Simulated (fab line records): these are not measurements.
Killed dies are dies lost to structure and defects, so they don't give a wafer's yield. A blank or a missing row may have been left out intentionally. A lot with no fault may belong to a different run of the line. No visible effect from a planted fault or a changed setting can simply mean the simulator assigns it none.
Comparing a struck lot with a sound one	flow gf180mcu	14 out of 602 route steps
Sound: the wafers L418.1, L418.3, L418.4. Wafers struck: L436.2, L436.4, L436.5. The cause is named last.
Each step with rows lists, per side, the tool, then ch with its chambers, then its first start. Under that, the readings that differ: sound wafers	struck wafers	difference of the means	sigmas: that difference in standard deviations of wafers without a fault.
alike: same words and numbers on both sides, and readings whose means sit less than 2 such deviations apart. not compared: any withheld reading, any reading some wafer has no value for, any bound like >300 that may hide the same value, and any number with overlapping values for which the record gives no deviation.
A row with sigmas, a row that says differs or no value, or rows on one side alone: a step with any of these is where the two part. Non-overlapping numbers with no deviation appear without sigmas and do not part them. Lack of a reading on every wafer of one side parts them only where that side has two or more wafers.

first, 2 steps without rows for these wafers: GF_MVSD_PEB_05; GF_MVSD_DEVELOP_06 (develop time 60 s).
GF_MVSD_OVL_MEAS_07:
  sound on overlay-01 at day 5 10:03; struck on overlay-02 at day 9 17:44
  alike: MVSD_OVL
then, 2 steps without rows for these wafers: GF_MVSD_IMPLANT_08; GF_MVSD_IMPLANT_09.
GF_MVSD_STRIP_10: strips in O2/N2.
  sound on plasma_asher-01 ch 0,1, day 5 10:23; struck on plasma_asher-01 ch 0,1, day 9 18:04
  alike: drypump_motor_current_A, heater_power_w, oes_product_au, strip_time_to_endpoint_s
  not compared: rf_hours_counter_h
GF_MVSD_TW_MEAS_11:
  sound on film_metro-04 at day 5 10:29; struck on film_metro-02 at day 9 18:10
  alike: MVSD_TW
then, 5 steps without rows for these wafers: GF_MVPSD_DEHYDRATE_00 (time 60 s); GF_MVPSD_HMDS_01 (prime time 60 s); GF_MVPSD_COAT_02 (resist thk 3000 nm); GF_MVPSD_SOFTBAKE_03; GF_MVPSD_EXPOSE_04 (exposes mask MVPSD, target cd 1000 nm).
GF_MVPSD_PEB_05:
  struck on litho_track-02, day 10 11:00; sound on litho_track-04 ch 0, day 6 00:00
  no value came back on the struck wafers for chill_plate_temp_C (C), exhaust_pa (Pa); on the sound wafers chill_plate_temp_C (C) reads 22.88 23.10 23.10
then, 1 step without rows for these wafers: GF_MVPSD_DEVELOP_06 (develop time 60 s).

## WHERE THEY PART
GF_MVPSD_PEB_05 only, going by this record.

WHY: what had been put in by the simulator
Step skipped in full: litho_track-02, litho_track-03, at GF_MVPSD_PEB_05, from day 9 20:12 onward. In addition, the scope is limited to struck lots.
